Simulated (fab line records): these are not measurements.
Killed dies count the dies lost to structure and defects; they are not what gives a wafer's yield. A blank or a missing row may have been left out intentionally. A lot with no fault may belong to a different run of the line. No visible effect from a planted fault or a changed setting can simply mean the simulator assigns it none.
fab line records -- flow sky130
record: lots: 5, wafers: 15, last-day: 50
route steps=708 shown POLY_GATE@219 LDD_N@237 LDD_P@255 PAD_OPEN@708
lots that met no fault: taken from a fault-free run of the same line
start-h: the number of hours between the record's first day and the start of the first shown wafer of the lot -- wait-h: how many hours have passed since the lot's step before this one -- " unchanged from the row above -- L1.1+2: a row that stands for several wafers -- - no value, or no start was given -- * or withheld: withheld -- < > ~ a bound
route shown NAME@n: names a module that has steps shown in the file, with the first one's number in the route -- usual: mean/standard deviation of fault-free wafers -- same: alike in all rows -- chamber/n: place in a boat -- sites: the reading at each site -- _std_site: the standard deviation of these -- _edge_site: mean of outer sites minus mean of inner sites -- radius-mm: how far each site lies from the wafer's centre -- mask NAME#n: copy n -- behind: tool/chamber where the wafer was last shaped -- hold: reason for holding the lot/hours on hold/outcome of the hold -- device: the transistor (n, p or np) that didn't switch -- end of line: the route-end tests of the same wafers -- where a step has no rows: the recipe by itself -- killed: dies that structure and defects cost at the first sort, which is not the same as the wafer's yield -- map: per-die view of a wafer (x killed, . not killed, _ where there is no die)
set.NAME: the setting the step ran with; set.NAME@STEP: the setting that earlier step ran with -- model.NAME: the simulator's own value behind a step, which no gauge read
lots at selected steps of the route; one table per step, one row per wafer
services: when a tool's chamber went out of use (start-h, in hours from the record's first day, below 0 if earlier), for how many hours, and the reason
== steps ==
step: SKY_POLY_GATE_DEHYDRATE_05
recipe: temp-c: 200, time-s: 60
step: SKY_POLY_GATE_HMDS_06
recipe: prime-time-s: 60, prime-temp-c: 120
step: SKY_POLY_GATE_COAT_07
recipe: resist: BARC, temp-c: withheld, time-s: withheld, spin-rpm: 3000, resist-thk-nm: 110
step: SKY_POLY_GATE_COAT_08
recipe: resist: KrF-thick, spin-rpm: 3000, resist-thk-nm: 450
step: SKY_POLY_GATE_SOFTBAKE_09
recipe: temp-c: 100, time-s: 90, resist: KrF-thick
step: SKY_POLY_GATE_EXPOSE_10
recipe: mask-id: P1M, na: 0.68, source-shape: conventional, sigma-outer: 0.6, target-cd-nm: 150, dose-mj: 28
step: SKY_POLY_GATE_PEB_11
recipe: peb-temp-c: withheld, peb-time-s: withheld, resist: KrF-thick
step: SKY_POLY_GATE_DEVELOP_12
recipe: develop-time-s: 60, resist: KrF-thick, dev-temp-c: 21
step: SKY_POLY_GATE_ETCH_15
recipe: chemistry: N2/H2, target: BARC, ion-energy-ev: 200, source-w: 500, bias-w: 100, pressure-mtorr: 30, n2-flow-sccm: 100, h2-flow-sccm: 200, stop-on: SiO2, time-s: 118.5, target-depth-a: 1100
step: SKY_POLY_GATE_ETCH_16
recipe: stop-on: poly-Si, chemistry: CH3F/O2, target: Si3N4, source-w: 400, bias-w: 80, pressure-mtorr: 25, ch3f-flow-sccm: 40, O2_flow_sccm: 30, time-s: 147.5, target-depth-a: 750
step: SKY_POLY_GATE_ETCH_17
recipe: target-depth-nm: 180, stop-on: SiO2, over-etch-frac: 0.56667, chemistry: HBr/Cl2, target: poly-Si, icp-w: 400, bias-w: 100, pressure-mtorr: 10, HBr_flow_sccm: 150, Cl2_flow_sccm: 50, time-s: 70.5
usual: chamber-pressure-mTorr: 9.998/0.0086, drypump-motor-current-A: 5.81/0.26, oes-product-au: 0.985/0.0066, rf-fwd-power-W: 397.1/1.5, throttle-valve-pct: 33.684/0.0089
lot.wafer,tool,chamber,start-h,wait-h,chamber-pressure-mTorr,drypump-motor-current-A,oes-product-au,rf-fwd-power-W,rf-hours-counter-h,throttle-valve-pct
L583.1,rie-si-02,3,452.12,0.0,9.990,5.66,0.979,400.1,24,33.689
L583.2,rie-si-02,0,452.12,0.0,10.005,5.64,0.983,395.3,1,33.680
L583.5,rie-si-02,1,452.12,0.0,10.000,5.66,0.986,399.3,-,33.687
L584.1,rie-si-02,0,463.52,0.0,9.988,5.64,0.986,395.9,1,33.689
L584.5,rie-si-02,0,463.52,0.0,9.985,5.64,0.977,396.3,-,33.686
L584.6,rie-si-02,3,463.52,0.0,10.009,5.65,0.985,396.7,-,33.681
L586.2,rie-si-02,1,472.81,0.0,10.010,5.69,0.984,397.6,2,33.690
L586.3,rie-si-02,0,472.81,0.0,9.997,5.65,0.983,395.0,1,33.692
L586.5,rie-si-02,0,472.81,0.0,9.995,5.65,0.984,395.4,-,33.690
L590.2,rie-si-01,1,526.50,0.0,9.988,5.29,0.994,397.1,52,33.697
L590.3,rie-si-01,0,526.50,0.0,9.989,6.08,0.984,393.6,34,33.690
L590.5,rie-si-01,1,526.50,0.0,9.996,5.29,0.989,397.6,-,33.685
L595.3,rie-si-02,0,569.27,0.0,10.004,5.68,0.974,394.2,1,33.695
L595.5,rie-si-02,2,569.27,0.0,10.001,5.91,0.981,398.1,-,33.691
L595.6,rie-si-02,1,569.27,0.0,10.007,5.67,0.983,396.8,-,33.677
step: SKY_POLY_GATE_STRIP_18
recipe: chemistry: O2/N2, power-w: 1400, pressure-mtorr: 1500, platen-temp-c: withheld, o2-flow-sccm: 3000, n2-flow-sccm: 300, overash-fraction: 0.5
step: SKY_POLY_GATE_CLEAN_19
recipe: chemistry: SC1/SC2, mix: 1:4:20, temp-c: 70, time-s: 150, dry: n2-spin
step: SKY_POLY_GATE_OXIDATION_20
recipe: temp-c: 850, ambient: O2, stabilise-s: 600, purge-s: 300, target-thk-a: 40, ox-time-s: 899
step: SKY_LDD_N_DEHYDRATE_00
recipe: temp-c: 200, time-s: 60
step: SKY_LDD_N_HMDS_01
recipe: prime-time-s: 60, prime-temp-c: 120
step: SKY_LDD_N_COAT_02
recipe: resist: NOVOLAK, spin-rpm: 3000, resist-thk-nm: 300
step: SKY_LDD_N_SOFTBAKE_03
recipe: temp-c: 90, time-s: 60, resist: NOVOLAK
step: SKY_LDD_N_EXPOSE_04
recipe: mask-id: NTM, target-cd-nm: 840, na: 0.6, source-shape: conventional, sigma-outer: 0.6, dose-mj: 110
step: SKY_LDD_N_PEB_05
recipe: temp-c: withheld, time-s: *, resist: NOVOLAK
step: SKY_LDD_N_DEVELOP_06
recipe: develop-time-s: 60, dev-temp-c: 23
step: SKY_LDD_N_IMPLANT_08
recipe: species: As, energy-kev: 20, dose-cm2: 7.5e+13, tilt-deg: withheld, rotation-deg: 23
step: SKY_LDD_N_IMPLANT_09
recipe: species: As, energy-kev: 20, dose-cm2: 7.5e+13, tilt-deg: withheld, rotation-deg: 113
step: SKY_LDD_N_IMPLANT_10
recipe: species: As, energy-kev: 20, dose-cm2: 7.5e+13, tilt-deg: withheld, rotation-deg: 203
step: SKY_LDD_N_IMPLANT_11
recipe: species: As, energy-kev: 20, dose-cm2: 7.5e+13, tilt-deg: withheld, rotation-deg: 293
step: SKY_LDD_N_IMPLANT_12
recipe: species: BF2, energy-kev: 50, dose-cm2: 5e+12, tilt-deg: 30, rotation-deg: 0
step: SKY_LDD_N_IMPLANT_13
recipe: species: BF2, energy-kev: 50, dose-cm2: 5e+12, tilt-deg: 30, rotation-deg: 90
step: SKY_LDD_N_IMPLANT_14
recipe: species: BF2, energy-kev: 50, dose-cm2: 5e+12, tilt-deg: 30, rotation-deg: 180
step: SKY_LDD_N_IMPLANT_15
recipe: species: BF2, energy-kev: 50, dose-cm2: 5e+12, tilt-deg: 30, rotation-deg: 270
step: SKY_LDD_N_STRIP_16
recipe: chemistry: O2/N2, power-w: 1400, pressure-mtorr: 1500, platen-temp-c: withheld, o2-flow-sccm: 3000, n2-flow-sccm: 300, overash-fraction: 0.5
step: SKY_LDD_P_DEHYDRATE_00
recipe: temp-c: 200, time-s: 60
step: SKY_LDD_P_HMDS_01
recipe: prime-time-s: 60, prime-temp-c: 120
step: SKY_LDD_P_COAT_02
recipe: resist: NOVOLAK, spin-rpm: 3000, resist-thk-nm: 1140
step: SKY_LDD_P_SOFTBAKE_03
recipe: temp-c: 90, time-s: 60, resist: NOVOLAK
step: SKY_LDD_P_EXPOSE_04
recipe: mask-id: PSDM, na: 0.6, source-shape: conventional, sigma-outer: 0.6, polarization: unpolarized, target-cd-nm: 380, dose-mj: 138
step: SKY_LDD_P_PEB_05
recipe: temp-c: withheld, time-s: *, resist: NOVOLAK
step: SKY_PAD_OPEN_PROBE_99
usual: killed_at_M0_to_M3: 44/7, killed_at_M4_up: 3.0/1.9, killed-at-contacts: 24/5.4, killed-at-front-end: 15/4.6, killed-at-other: 0.3/0.5, killed-dies: 87/10, killed-open: 47/7, killed-short: 40/6.2
same: gross-dies: 492, killed-at-back-side: 0
lot.wafer,tool,chamber,start-h,wait-h,killed_at_M0_to_M3,killed_at_M4_up,killed-at-contacts,killed-at-front-end,killed-at-other,killed-dies,killed-open,killed-short
L583.1,prober-01,-,1128.11,0.1,50,1,16,62,0,129,43,41
L583.2,prober-01,-,1128.16,0.1,30,4,23,50,0,107,36,36
L583.5,prober-01,-,1128.31,0.2,37,3,29,59,0,128,40,38
L584.1,prober-01,-,1138.62,0.1,39,3,29,50,0,121,42,41
L584.5,prober-01,-,1138.82,0.2,43,2,29,47,0,121,49,36
L584.6,prober-01,-,1138.87,0.2,47,2,26,56,1,132,48,37
L586.2,prober-02,-,1140.70,0.1,31,3,22,66,0,122,39,33
L586.3,prober-02,-,1140.75,0.2,46,4,24,62,0,136,59,39
L586.5,prober-02,-,1140.85,0.2,46,4,18,60,0,128,47,48
L590.2,prober-01,-,1170.10,0.1,40,2,27,15,1,85,47,38
L590.3,prober-01,-,1170.15,0.2,32,3,23,15,0,73,39,34
L590.5,prober-01,-,1170.25,0.2,48,6,20,17,0,91,57,34
L595.3,prober-01,-,1198.41,0.2,45,3,24,15,0,87,46,41
L595.5,prober-01,-,1198.51,0.2,40,1,26,10,1,78,45,33
L595.6,prober-01,-,1198.56,0.2,45,0,22,16,0,83,38,45
killed by level:class
L583.1 POLY_GATE:unspecified=45 CONTACT:geometric-particle:open=8 VIA1:geometric-particle:open=8 VIA2:geometric-particle:short=6 VIA2:geometric-particle:open=6 VIA3:geometric-particle:open=6 POLY_GATE:geometric-particle:short=5 CONTACT:geometric-particle:short=5
L583.2 POLY_GATE:unspecified=35 CONTACT:geometric-particle:short=7 CONTACT:geometric-particle:open=7 VIA2:geometric-particle:open=6 VIA1:geometric-particle:open=5 METAL2:geometric-particle:short=5 FIELD_ISO:geometric-particle:short=4 FIELD_ISO:geometric-particle:open=4
L583.5 POLY_GATE:unspecified=50 LI_CONTACT:geometric-particle:open=8 CONTACT:geometric-particle:open=8 VIA1:geometric-particle:open=8 VIA2:geometric-particle:open=8 CONTACT:geometric-particle:short=6 METAL2:geometric-particle:short=5 VIA1:geometric-particle:short=4
L584.1 POLY_GATE:unspecified=38 CONTACT:geometric-particle:open=11 CONTACT:geometric-particle:short=6 VIA3:geometric-particle:open=6 VIA1:geometric-particle:open=6 LI_CONTACT:geometric-particle:open=5 METAL1:geometric-particle:short=5 VIA2:geometric-particle:short=5
L584.5 POLY_GATE:unspecified=36 VIA1:geometric-particle:open=11 CONTACT:geometric-particle:open=9 METAL1:geometric-particle:short=8 POLY_GATE:geometric-particle:open=7 LI_CONTACT:geometric-particle:open=7 CONTACT:geometric-particle:short=5 LOCAL_INTERCONNECT:geometric-particle:short=4
L584.6 POLY_GATE:unspecified=47 CONTACT:geometric-particle:open=12 VIA3:geometric-particle:open=8 VIA1:geometric-particle:open=8 LI_CONTACT:geometric-particle:open=6 METAL1:geometric-particle:short=6 VIA2:geometric-particle:open=6 CONTACT:geometric-particle:short=5
L586.2 POLY_GATE:unspecified=50 CONTACT:geometric-particle:open=9 CONTACT:geometric-particle:short=6 VIA2:geometric-particle:open=6 VIA1:geometric-particle:open=5 VIA3:geometric-particle:open=5 FIELD_ISO:geometric-particle:short=4 POLY_GATE:geometric-particle:short=4
L586.3 POLY_GATE:unspecified=38 VIA1:geometric-particle:open=11 VIA2:geometric-particle:open=8 LI_CONTACT:geometric-particle:open=8 CONTACT:geometric-particle:open=8 POLY_GATE:geometric-particle:open=6 POLY_GATE:geometric-particle:short=5 VIA3:geometric-particle:open=5
L586.5 POLY_GATE:unspecified=33 VIA1:geometric-particle:open=9 VIA3:geometric-particle:open=7 CONTACT:geometric-particle:open=7 FIELD_ISO:geometric-particle:short=6 VIA1:geometric-particle:short=6 VIA2:geometric-particle:short=6 FIELD_ISO:geometric-particle:open=5
L590.2 LI_CONTACT:geometric-particle:open=10 VIA2:geometric-particle:open=8 VIA1:geometric-particle:open=7 CONTACT:geometric-particle:open=6 VIA3:geometric-particle:open=6 CONTACT:geometric-particle:short=5 VIA1:geometric-particle:short=5 METAL2:geometric-particle:short=4
L590.3 LI_CONTACT:geometric-particle:open=9 VIA3:geometric-particle:open=7 CONTACT:geometric-particle:open=6 VIA3:geometric-particle:short=5 METAL1:geometric-particle:short=5 VIA2:geometric-particle:open=5 POLY_GATE:geometric-particle:open=4 POLY_GATE:geometric-particle:short=3
L590.5 VIA1:geometric-particle:open=18 LI_CONTACT:geometric-particle:open=8 CONTACT:geometric-particle:open=7 VIA2:geometric-particle:open=6 METAL1:geometric-particle:short=5 METAL2:geometric-particle:short=5 FIELD_ISO:geometric-particle:open=4 POLY_GATE:geometric-particle:short=4
L595.3 VIA1:geometric-particle:open=13 LOCAL_INTERCONNECT:geometric-particle:short=7 LI_CONTACT:geometric-particle:open=6 CONTACT:geometric-particle:open=6 VIA1:geometric-particle:short=6 METAL2:geometric-particle:short=6 METAL1:geometric-particle:short=5 VIA3:geometric-particle:open=5
L595.5 VIA1:geometric-particle:open=12 LI_CONTACT:geometric-particle:open=8 LI_CONTACT:geometric-particle:short=7 CONTACT:geometric-particle:open=6 METAL1:geometric-particle:short=6 VIA2:geometric-particle:open=5 FIELD_ISO:geometric-particle:open=4 METAL2:geometric-particle:short=4
L595.6 VIA1:geometric-particle:open=10 CONTACT:geometric-particle:open=10 FIELD_ISO:geometric-particle:short=9 METAL1:geometric-particle:short=6 VIA3:geometric-particle:open=6 METAL2:geometric-particle:short=5 LI_CONTACT:geometric-particle:short=4 CONTACT:geometric-particle:short=4
map L583.1 (x killed, . not)
__________.........._________
________x......x.x..xx_______
______.xx....xxx..x...x._____
_____x.x...x....x......x.____
____.x..x......xx.........___
___.x..x...x......x........__
__xxxxxxx.........x.x..x...._
_xxxxxxx....xx..........xx.x.
_xxxxx.x.......x..x..........
_xxxxxxx.x...............x...
_xxxxxxxx.x.................x
_xxxxxx.........x.......x..xx
_xxxx.xx.....x.........x.....
_..xx..........xx.x..........
_.....x.................x....
__.....x.......x..x..xxx.x.._
___x.............x.....x..x__
____..............x.x....x___
_____..x.......x.xx.xx...____
______..x......x...xx..._____
________...x.x..x..x.x_______
__________.....x...._________
map L584.6 (x killed, . not)
__________....x.xx.x_________
________...x.......x.._______
______x.x.x.....x.x...x._____
_____.x.........x.....x..____
____............x...x.....___
___.xx..................x..__
__xxxxx....xxxx....x........_
_xxxxxxx......x.....x....x.x.
_xxxxxxx..x....xxx..........x
_xxxxxx.x.......x..x.........
_xxxxxxxx....x..x............
_xxxxxx...x....x......xx..x.x
_xxxx.x.x....x....x..xx....x.
_..x.......x......x.x......x.
_x..xx...x.....x.............
__..........x..x...x.x.....x_
___...x.....x..............__
____.xx...xx..........x...___
_____.x.....x..........x.____
______..xx........xxx..._____
________......xx......_______
__________.x...xxx.x_________
== services ==
tool,chamber,start-h,hours,kind
rie-si-01,3,440.90,2.6,repair
rie-si-02,2,448.96,5.1,repair
rie-si-01,2,499.83,-,clean
rie-si-01,2,499.83,31.6,scheduled-down
rie-si-01,2,499.83,31.6,vent-cycle
rie-si-02,-,530.88,28.1,pm
rie-si-01,1,531.47,-,clean
rie-si-01,1,531.47,25.7,scheduled-down
rie-si-01,1,531.47,25.7,vent-cycle
rie-si-01,-,558.98,2.8,pm
== key ==
first-sign: step: SKY_PAD_OPEN_PROBE_99, reading: killed-at-front-end, direction: up, sigmas: 9.1, usual: 15, struck: 57
effect: step: SKY_PAD_OPEN_PROBE_99, reading: killed-dies, direction: up, sigmas: 3.7, usual: 87, struck: 125
met-at SKY_POLY_GATE_ETCH_17
struck-wafers L583.1,L583.2,L583.5,L584.1,L584.5,L584.6,L586.2,L586.3,L586.5
tester-left-out L583,L584,L586
fault: kind: chamber-particle-source, tool: rie-si-02, chamber: -, onset-h: 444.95, steps: SKY_POLY_GATE_ETCH_17, rate-per-visit-cm2: 0.7907, end-h: 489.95
tester-left-out: of these lots the tester's yield and bins aren't shown, on N5 and GAA mostly nor the transistor test; their killed dies are dies lost to structure and defects alone, not to doping, threshold or leakage, so they don't give the yield
